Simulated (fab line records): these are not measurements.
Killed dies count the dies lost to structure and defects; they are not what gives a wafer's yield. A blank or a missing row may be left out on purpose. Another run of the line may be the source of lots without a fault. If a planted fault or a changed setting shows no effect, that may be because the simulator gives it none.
Matching of chambers + flow sky130 + 4 sister chambers for SKY_VIA4_CMP_02 on cmp-02
The step polishes SiO2. 4 wafers are shown with their chamber, then 10 later ones without.

EACH WAFER AND ITS CHAMBER
| wafer  | chamber | motorCurrentA (A) |
|--------|---------|-------------------|
| L174.3 | 1       | 11.7              |
| L174.6 | 0       | 11.3              |
| L176.1 | 2       | 11.6              |
| L176.3 | 3       | 13.6              |

WAFERS WITHOUT THEIR CHAMBER
| wafer  | motorCurrentA (A) |
|--------|-------------------|
| L176.5 | 10.5              |
| L178.1 | 10.9              |
| L178.3 | 10.8              |
| L178.6 | 13.4              |
| L181.1 | 11.4              |
| L181.2 | 11.8              |
| L181.3 | 12.6              |
| L183.2 | 12.4              |
| L183.5 | 12.4              |
| L183.6 | 10.8              |

WHICH CHAMBER EACH WENT THROUGH
| wafer  | from the rows above               | in truth |
|--------|-----------------------------------|----------|
| L176.5 | can't be placed: 0 or 2 or 1      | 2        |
| L178.1 | can't be placed: 0 or 2 or 1      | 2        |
| L178.3 | can't be placed: 0 or 2 or 1      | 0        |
| L178.6 | 3                                 | 3        |
| L181.1 | can't be placed: 0 or 2 or 1      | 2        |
| L181.2 | can't be placed: 1 or 2 or 0      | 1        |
| L181.3 | can't be placed: 1 or 2 or 3 or 0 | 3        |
| L183.2 | can't be placed: 1 or 2 or 0 or 3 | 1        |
| L183.5 | can't be placed: 1 or 2 or 0 or 3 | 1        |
| L183.6 | can't be placed: 0 or 2 or 1      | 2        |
Placed correctly: 1 of 10. Can't be placed from these rows: 9 (the true chamber is among the candidates in 9). Placed wrongly: 0.
How it was worked out, from the rows above alone: a wafer's distance from a chamber is the root of the sum, over the readings, of the square of ((its reading less the chamber's mean) divided by the reading's scatter). If the next closest chamber is less than 2 further off than the closest, the wafer can't be placed; otherwise it belongs to the closest. The mean given for a chamber averages the wafers shown for that chamber. The scatter: with one shown wafer a chamber, the root of the mean of the squares of how far each hidden wafer lies from its nearest shown one.
